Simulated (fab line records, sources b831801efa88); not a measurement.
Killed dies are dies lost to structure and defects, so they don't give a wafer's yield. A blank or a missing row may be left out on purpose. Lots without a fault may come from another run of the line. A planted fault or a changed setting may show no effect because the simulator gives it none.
Which tool did it? | flow gf180mcu | 6 lots, 18 wafers sampled, at 3 steps of a route of 602

WHAT THE GAUGES READ, wafer by wafer
GF_V5_RS_MEAS_24: measures by four-point-probe.
lot  | measured     | on            | V5_W_RS (ohm/sq)
L642 | day 27 18:50 | film_metro-03 | 0.330 0.328 0.328
L645 | day 28 16:49 | film_metro-01 | 0.322 0.324 0.319
L647 | day 29 12:27 | film_metro-01 | 0.332 0.329 0.325
L649 | day 29 20:33 | film_metro-02 | 0.329 0.323 0.332
L651 | day 30 02:16 | film_metro-01 | 0.328 0.328 0.322
L653 | day 30 21:15 | film_metro-01 | 0.332 0.332 0.331

WHICH TOOL RAN EACH LOT (tool, then ch and the chambers of the sampled wafers, then the start)
lot  | GF_V2_CVD_23                  | GF_V5_SPUTTER_21
L642 | cvd_w-02 ch 0, day 20 22:22   | pvd_sputter-02, day 27 18:37
L645 | cvd_w-02 ch 0,1, day 22 01:31 | pvd_sputter-03, day 28 16:35
L647 | cvd_w-01 ch 0,1, day 23 00:26 | pvd_sputter-01, day 29 12:14
L649 | cvd_w-01 ch 0,1, day 23 09:01 | pvd_sputter-01, day 29 20:20
L651 | cvd_w-02 ch 0,1, day 23 17:55 | pvd_sputter-01, day 30 02:02
L653 | cvd_w-01 ch 0,1, day 24 16:34 | pvd_sputter-01, day 30 21:00
- GF_V2_CVD_23: deposits W, target thk 350 nm, time 104.94 s.
- GF_V5_SPUTTER_21: material Ti, target thk 15 nm, time 80.02 s.

THE ANSWER, worked out from the rows above alone
Rule: what is usual is taken from the lots themselves. Put in order of their means at a reading, lots are off if they are a third of the lots or fewer, leave a main group of 4 or more, and stand apart from it by a gap of 3 or more times the standard deviation of the main group's means; of several such gaps the widest counts. A main group whose means are all the same, to the digits that the tables above print for the reading, isn't used. A lot without any number at a reading at which 4 lots or more have one is off too. The other lots that the step has rows for count as sound.
No lot is off at any reading shown: from this, nothing can be told.

WHAT THE SIMULATOR HAD PUT IN
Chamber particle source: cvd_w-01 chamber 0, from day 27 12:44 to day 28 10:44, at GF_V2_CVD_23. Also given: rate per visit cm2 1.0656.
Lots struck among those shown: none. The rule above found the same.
